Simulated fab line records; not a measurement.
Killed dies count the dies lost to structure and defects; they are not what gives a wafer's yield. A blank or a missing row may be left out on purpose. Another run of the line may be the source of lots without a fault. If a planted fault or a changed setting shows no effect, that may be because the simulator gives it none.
Code-filled problem report in 8D (eight disciplines) form	flow sfq line	the parts of the form that need people (team, actions taken, sign-off) are left out

## 1. THE PROBLEM
SFQ_TRILAYER_I2_CMP_CMP_064, time to endpoint s: mean 280 s on 2 wafers (1 lot); fault-free wafers 217 s, standard deviation 7.5. That puts it +8.3 standard deviations away from the usual mean.
The step: polishes SiO2.
Earliest sighting: wafer L323.3 on cmp-02 at day 46 06:04. The record holds 38 wafers of 13 lots with a number at this step. Rule for "out", or "out of limits": more than 4 standard deviations from the usual mean. The rest of the wafers with a number are treated as sound.

## 2. WHAT IT IS, WHAT IT ISN'T
question	is	is not
which readings at this step	time to endpoint s	edge zone pressure frac, motor current A
which lots	L323	L302, L305, L306, L307, L309, L310, L312, L313, L315, L319, L322, L325
which wafers of those lots	L323.3, L323.6	L323.5
read on which tools	cmp-02	cmp-01
when	from day 46 06:04	up to then (33 sound wafers); but 3 sound wafers of L323, L325 came after

## 3. THE SUSPECTS, EACH WITH WHAT RULES IT OUT
Counting: if a tool at a process step up to the reading ran every lot that is out, it stays a suspect. Sound lots after the first of them don't rule it out here, since some wafers of a struck lot are sound.
- cmp-02 at SFQ_TRILAYER_I2_CMP_CMP_064 (polishes SiO2): kept. L323, the lot that is out, went through it at day 46 06:04; up to then, the latest sound lot through it was L315 at day 43 02:34. Its own readings are out on those wafers: time to endpoint s.
- The sound lot-mates ran in chamber 3 of cmp-02 at SFQ_TRILAYER_I2_CMP_CMP_064, but the wafers that are out ran in chamber 0.
Remaining after the count: cmp-02 at SFQ_TRILAYER_I2_CMP_CMP_064.

## 4. THE CAUSE (what the simulator had put in)
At SFQ_TRILAYER_I2_CMP_CMP_064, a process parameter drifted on cmp-02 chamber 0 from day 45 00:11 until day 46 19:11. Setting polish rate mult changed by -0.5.
Only this tool survived the counting.

## 5. SEQUENCE OF EFFECTS, ordered by route
One row per reading whose mean, taken over the struck wafers that have a number, lies over 3 standard deviations from the usual. Readings are gone through only where the record gives a usual standard deviation; hours: the median, over the lots, of the time from a lot's start at the first step in this table giving one to that lot's start at this step; sigmas: the change measured in usual standard deviations.
hours	step	reading	usual	on struck wafers	change	sigmas
0	SFQ_TRILAYER_I2_CMP_CMP_064	time to endpoint s	217 s	280	+62	+8.3
6	SFQ_TRILAYER_I2_METRO_MEASURE_065	thk nm	200.4 nm	305.2	+104.8	+99 or more
19	SFQ_TRILAYER_I2_VIA_ETCH_VIA_ETCH_070	oes product au	0.855 a.u.	1.004	+0.149	+32
Here are the process steps it includes:
- SFQ_TRILAYER_I2_CMP_CMP_064: polishes SiO2.
- SFQ_TRILAYER_I2_METRO_MEASURE_065
- SFQ_TRILAYER_I2_VIA_ETCH_VIA_ETCH_070: etches SiO2 in CHF3, stops on Nb, target depth 260 nm.
Later measuring or inspecting steps at which every struck wafer that the step has a row for has a number for every such reading, and none has moved that far: SFQ_I2_BOW_MEAS_917.

## 6. HOW IT WOULD HAVE BEEN CAUGHT EARLIER
In this record no reading fell out of limits until day 46 06:04, 30 hours after the fault had begun at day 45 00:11.
